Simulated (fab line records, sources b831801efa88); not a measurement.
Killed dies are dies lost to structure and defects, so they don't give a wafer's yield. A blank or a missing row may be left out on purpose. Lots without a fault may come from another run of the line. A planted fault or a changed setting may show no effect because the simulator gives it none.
Which tool did it? | flow gf180mcu | 6 lots, 18 wafers sampled, at 2 steps of a route of 602

WHAT THE GAUGES READ, wafer by wafer
GF_PSD_RS_MEAS_14: measures by four-point-probe.
lot  | measured     | on            | NSD_RS (ohm/sq)
L148 | day 16 10:28 | film_metro-01 | 45.88 45.90 45.88
L150 | day 17 02:01 | film_metro-04 | 46.12 45.97 46.08
L158 | day 19 19:31 | film_metro-01 | 44.88 44.86 44.84
L164 | day 21 23:16 | film_metro-01 | 45.94 45.99 45.94
L167 | day 22 15:34 | film_metro-04 | 45.94 45.97 46.07
L169 | day 23 08:49 | film_metro-04 | 45.92 45.92 45.93

WHICH TOOL RAN EACH LOT (tool, then ch and the chambers of the sampled wafers, then the start)
lot  | GF_PSD_RTA_13
L148 | rtp_anneal-02 ch 0, day 16 10:22
L150 | rtp_anneal-01 ch 0, day 17 01:56
L158 | rtp_anneal-02 ch 0, day 19 19:26
L164 | rtp_anneal-01 ch 0, day 21 23:11
L167 | rtp_anneal-01 ch 0, day 22 15:28
L169 | rtp_anneal-02 ch 0, day 23 08:44
- GF_PSD_RTA_13: time 20 s.

THE ANSWER, worked out from the rows above alone
Rule: what is usual is taken from the lots themselves. Put in order of their means at a reading, lots are off if they are a third of the lots or fewer, leave a main group of 4 or more, and stand apart from it by a gap of 3 or more times the standard deviation of the main group's means; of several such gaps the widest counts. A main group whose means are all the same, to the digits that the tables above print for the reading, isn't used. A lot without any number at a reading at which 4 lots or more have one is off too. The other lots that the step has rows for count as sound.
Off: L158, at GF_PSD_RS_MEAS_14 (NSD_RS). The main group: mean 45.96 ohm/sq, standard deviation 0.059.
A tool fits if, at a process step before that reading, it ran every lot that is off, and no sound lot after the first of them. The gauges at GF_PSD_RS_MEAS_14 are tried like those tools. None of those tried fits.

WHAT THE SIMULATOR HAD PUT IN
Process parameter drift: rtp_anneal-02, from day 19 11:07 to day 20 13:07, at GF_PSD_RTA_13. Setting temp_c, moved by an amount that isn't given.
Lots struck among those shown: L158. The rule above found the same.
